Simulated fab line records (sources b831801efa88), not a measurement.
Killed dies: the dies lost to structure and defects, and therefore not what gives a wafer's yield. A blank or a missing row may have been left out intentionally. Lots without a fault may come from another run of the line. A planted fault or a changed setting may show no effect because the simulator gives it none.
A struck lot beside a sound one + flow sky130 + 43 out of 708 route steps
Sound: wafers L388.2, L388.4, L388.5. Struck: wafer L392.1 (L392.3, L392.5, from the same lot, were not struck and are left out); the cause is given at the end.
Per side, at each step with rows, come the tool, then ch with its chambers, and then its first start. Under that, the readings that differ: sound wafers + struck wafers + difference of the means + sigmas: that difference in standard deviations of wafers without a fault.
alike: readings whose means differ by less than 2 such deviations, and words and numbers that are the same on both sides. not compared: withheld readings, readings that some wafer has no value for, bounds like >300 that may hide the same value, and numbers for which the record gives no deviation and whose values overlap.
A row with sigmas, a row that says differs or no value, or rows on one side alone: a step with any of these is where the two part. Non-overlapping numbers with no deviation appear without sigmas and do not part them. A reading that every wafer of one side lacks parts them only if that side has two wafers or more.

first, 1 step without rows for these wafers: SKY_VIA4_DEVELOP_10 (develop time 60 s).
SKY_VIA4_OVL_MEAS_11:
  sound: overlay-02 at day 43 21:35; struck: overlay-02 at day 48 23:32
  alike: VIA4_OVL
then, 7 steps without rows for these wafers: SKY_VIA4_ETCH_12 (etches SiO2 in C4F8/O2/Ar, stops on TiN, target depth 580 nm); SKY_VIA4_STRIP_13 (strips in O2/N2); SKY_VIA4_STRIP_14 (strips in post etch residue remover, time 1200 s); SKY_VIA4_CLEAN_15 (cleans in IPA, time 180 s); SKY_VIA4_CLEAN_16 (cleans in O3/DIW); SKY_VIA4_SPUTTER_17 (material TiN, target thk 20 nm, time 80 s); SKY_VIA4_CVD_18 (deposits W, target thk 505 nm, time 152.14 s).
SKY_VIA4_RS_MEAS_19: the measuring method here is four-point-probe.
  sound: film-metro-02 at day 43 22:46; struck: film-metro-04 at day 49 00:28
  alike: VIA4_W_RS
SKY_VIA4_THK_MEAS_20: measures by xrf.
  sound: film-metro-02 at day 43 22:52; struck: film-metro-04 at day 49 00:35
  alike: VIA4_W_THK
then, 1 step without rows for these wafers: SKY_VIA4_CMP_21 (polishes, stops on SiO2, t overpolish 25 s, target thk 0 nm).
SKY_METAL5_SPUTTER_00: material Ti, target thk 15 nm, time 10 s.
  sound: pvd-sputter-04 at day 43 23:13; struck: pvd-sputter-03 at day 49 00:56
  alike: throttle-valve-pct
SKY_METAL5_SPUTTER_01: material TiN, target thk 20 nm, time 16.7 s.
  sound: pvd-sputter-04 at day 43 23:14; struck: pvd-sputter-03 at day 49 00:58
  alike: throttle-valve-pct
SKY_METAL5_SPUTTER_02: material AlCu, target thk 1150 nm, time 61.2 s.
  sound: pvd-sputter-04 at day 43 23:16; struck: pvd-sputter-03 at day 49 00:59
  alike: throttle-valve-pct
SKY_METAL5_SPUTTER_03: material Ti, target thk 5 nm, time 3.3 s.
  sound: pvd-sputter-04 at day 43 23:19; struck: pvd-sputter-03 at day 49 01:02
  alike: throttle-valve-pct
then, 1 step without rows for these wafers: SKY_METAL5_SPUTTER_04 (material TiN, target thk 70 nm, time 58.3 s).
SKY_METAL5_RS_MEAS_05: the measuring method here is four-point-probe.
  sound: film-metro-04 at day 43 23:25; struck: film-metro-04 at day 49 01:06
  alike: METAL5_ALCU_RS
SKY_METAL5_THK_MEAS_06: measures by xrf.
  sound: film-metro-04 at day 43 23:31; struck: film-metro-04 at day 49 01:13
  alike: METAL5_ALCU_THK
then, 9 steps without rows for these wafers: SKY_METAL5_DEHYDRATE_07 (time 60 s); SKY_METAL5_HMDS_08 (prime time 60 s); SKY_METAL5_COAT_09 (resist thk 1800 nm); SKY_METAL5_SOFTBAKE_10 (time 60 s); SKY_METAL5_EXPOSE_11 (exposes mask MM5, target cd 1600 nm); SKY_METAL5_PEB_12; SKY_METAL5_DEVELOP_13 (develop time 60 s); SKY_METAL5_DESCUM_14 (chemistry O2, time 11 s); SKY_METAL5_METAL_ETCH_15 (etches the open film in Cl2/BCl3, stops on SiO2, target depth 1260 nm, time 252 s).
SKY_METAL5_STRIP_16: strips in O2/N2.
  sound on plasma-asher-04 ch 0,1, day 44 21:22; struck on plasma-asher-04 ch 1, day 49 19:48
  alike: drypump-motor-current-A, oes-product-au, strip-time-to-endpoint-s
  not compared: rf-hours-counter-h
then, 3 steps without rows for these wafers: SKY_METAL5_STRIP_17 (strips in post etch residue remover, time 1200 s); SKY_METAL5_CLEAN_18 (cleans in IPA, time 180 s); SKY_METAL5_CLEAN_19 (cleans in O3/DIW).
SKY_PASSIVATION_CVD_00: deposits SiO2, target thk 90 nm.
  sound on pecvd-03 ch 0,1, day 44 22:14; struck on pecvd-04 ch 0, day 49 20:23
  alike: heater-power-w, rf-fwd-power-W
SKY_PASSIVATION_THK_MEAS_01:
  sound: film-metro-02 at day 44 22:17; struck: film-metro-04 at day 49 20:25
  alike: PASSIVATION_CVD_00_THK
then, 1 step without rows for these wafers: SKY_PASSIVATION_CVD_02 (deposits Si3N4, target thk 540 nm).
SKY_PASSIVATION_THK_MEAS_03:
  sound: film-metro-04 at day 44 22:42; struck: film-metro-04 at day 49 20:42
  alike: PASSIVATION_CVD_02_THK
then, 6 steps without rows for these wafers: SKY_PASSIVATION_DEHYDRATE_04 (time 60 s); SKY_PASSIVATION_HMDS_05 (prime time 60 s); SKY_PASSIVATION_COAT_06 (resist thk 3000 nm); SKY_PASSIVATION_SOFTBAKE_07; SKY_PASSIVATION_EXPOSE_08 (exposes mask NSM, target cd 3000 nm); SKY_PASSIVATION_PEB_09.
SKY_PAD_OPEN_PROBE_99:
  sound: prober-01 at day 47 00:30; struck: prober-01 at day 51 13:01
| reading                               | sound             | struck | difference | sigmas |
|---------------------------------------|-------------------|--------|------------|--------|
| defect-limited-yield (%)              | 82.5 80.9 79.7    | 76.4   | -4.6       | -2     |
| killed_at_M0_to_M3                    | 47 42 61          | 34     | -16        | -2     |
| killed_at_M4_up                       | 3 3 5             | 35     | +31        | +16    |
| killed-dies                           | 86 94 100         | 116    | +23        | +2     |
| sort_bin_5_function (%)               | 10.0 9.8 11.8     | 15.7   | +5.2       | +3     |
| sort-n-pass                           | 406 398 392       | 376    | -23        | -2     |
| sort-yield-pct (%)                    | 82.5 80.9 79.7    | 76.4   | -4.6       | -2     |
| model.etest.tester.sort-n-pass        | 406 398 392       | 376    | -23        |        |
| model.etest.tester.sort-yield-pct (%) | 82.52 80.89 79.67 | 76.42  | -4.61      |        |
| model.etest.tester.sort_bin_5_pct (%) | 9.959 9.756 11.79 | 15.65  | +5.15      |        |
  alike: killed-at-contacts, killed-at-front-end, killed-at-other, killed-open, killed-short, sort_bin_3_pad_short, sort_bin_6_memory

## WHERE THEY PART
Only at SKY_PAD_OPEN_PROBE_99, as far as this record shows.

WHY: what the simulator had put in
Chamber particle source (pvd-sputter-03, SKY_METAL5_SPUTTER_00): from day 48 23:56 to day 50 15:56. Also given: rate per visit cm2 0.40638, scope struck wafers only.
